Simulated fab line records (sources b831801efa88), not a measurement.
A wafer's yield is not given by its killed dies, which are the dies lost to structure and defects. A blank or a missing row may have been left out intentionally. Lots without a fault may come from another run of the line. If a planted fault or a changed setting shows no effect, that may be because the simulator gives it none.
Code-filled problem report in 8D (eight disciplines) form / flow gf180mcu / the parts of the form that need people (team, actions taken, sign-off) are left out

1. WHAT WENT WRONG
Across 4 wafers from 2 lots, V3_CVD_02_THK at GF_V3_THK_MEAS_03 averages 678 nm, while fault-free wafers read 849 nm with a standard deviation of 11. That is -16 standard deviations from the usual mean.
The first sign was on wafer L311.1 at day 28 10:04, on filmMetro-02. At this step, 36 wafers from 12 lots have a number in the record. The rule behind "out" and "out of limits": a value lying over 4 standard deviations away from the usual mean. Any other wafer with a number is counted as sound.

2. WHAT IT IS AND WHAT IT IS NOT
question=which readings at this step | is=V3_CVD_02_THK | is not=-
question=which lots | is=L311, L312 | is not=L291, L293, L294, L297, L298, L299, L300, L301, L304, L309
question=which wafers of those lots | is=L311.1, L311.3, L312.1, L312.2 | is not=L311.4, L312.4
question=read on which gauges | is=filmMetro-02 | is not=filmMetro-01, filmMetro-04
question=when | is=from day 28 10:04 | is not=up to then (31 sound wafers); but 1 sound wafer of L312 came after

3. WHAT RULES OUT EACH SUSPECT
Counting: if a tool at a process step up to the reading ran every lot that is out, it stays a suspect. Sound lots after the first of them don't rule it out here, since some wafers of a struck lot are sound.
- the gauge at GF_V3_THK_MEAS_03 is ruled out. All the wafers that are out were read on filmMetro-02, but those of them that GF_V3_CVD_02 has rows for are out there too, on other tools.
- pvdSputter-01 at GF_M3_SPUTTER_03 (material Ti, target thk 10 nm, time 6.7 s): kept. Every lot that is out went through it, the first being L311 (day 27 13:43); the last sound lot it ran before that was L304 (day 25 08:08).
- pecvd-02 at GF_V3_CVD_02 (deposits SiO2 from TEOS, target thk 850 nm, time 94.851 s): kept. Every lot that is out went through it, the first being L311 (day 28 10:00); the last sound lot it ran before that was L304 (day 26 05:41). Its own readings are out on those wafers: runLengthS.
The count leaves pecvd-02 at GF_V3_CVD_02 and pvdSputter-01 at GF_M3_SPUTTER_03.

4. THE CAUSE (what the simulator had put in)
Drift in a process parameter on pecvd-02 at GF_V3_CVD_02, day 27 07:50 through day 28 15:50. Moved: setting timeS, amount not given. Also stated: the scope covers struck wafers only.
Of the 2 suspects that counting leaves, this tool is one.

5. THE CHAIN OF EFFECTS, in route order
Rows list readings where the struck wafers' mean (over those with a number) sits beyond 3 standard deviations from the usual. Scope: only readings with a usual standard deviation given in the record; hours: median across lots of the time from each lot's start at the first step in this table that gives one to its start at this step; sigmas: change in usual standard deviations.
hours=0; step=GF_V3_CVD_02; reading=runLengthS; usual=122.7 s; on struck wafers=103.6; change=-19.1; sigmas=-38
hours=0; step=GF_V3_THK_MEAS_03; reading=V3_CVD_02_THK; usual=849 nm; on struck wafers=678; change=-171; sigmas=-16
hours=4; step=GF_V3_CMP_04; reading=timeToEndpointS; usual=80 s; on struck wafers=17; change=-63; sigmas=-12
The process steps in it:
- GF_V3_CVD_02: deposits SiO2 from TEOS, target thk 850 nm, time 94.851 s.
- GF_V3_CMP_04: polishes SiO2.

6. WHAT WOULD HAVE CAUGHT IT SOONER
The first out-of-limits reading at a measuring or inspecting step in this record came at day 28 10:04, 26 hours after the fault's start at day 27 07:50.
The tool's own readings at GF_V3_CVD_02 were out on every struck wafer that the step has a row for (runLengthS): an alarm limit on them would have fired on the first of those.
Of the lots that are out (2), L312 began GF_V3_CVD_02 on pecvd-02 after day 28 10:04. Putting the tool on hold at that point would have spared it.
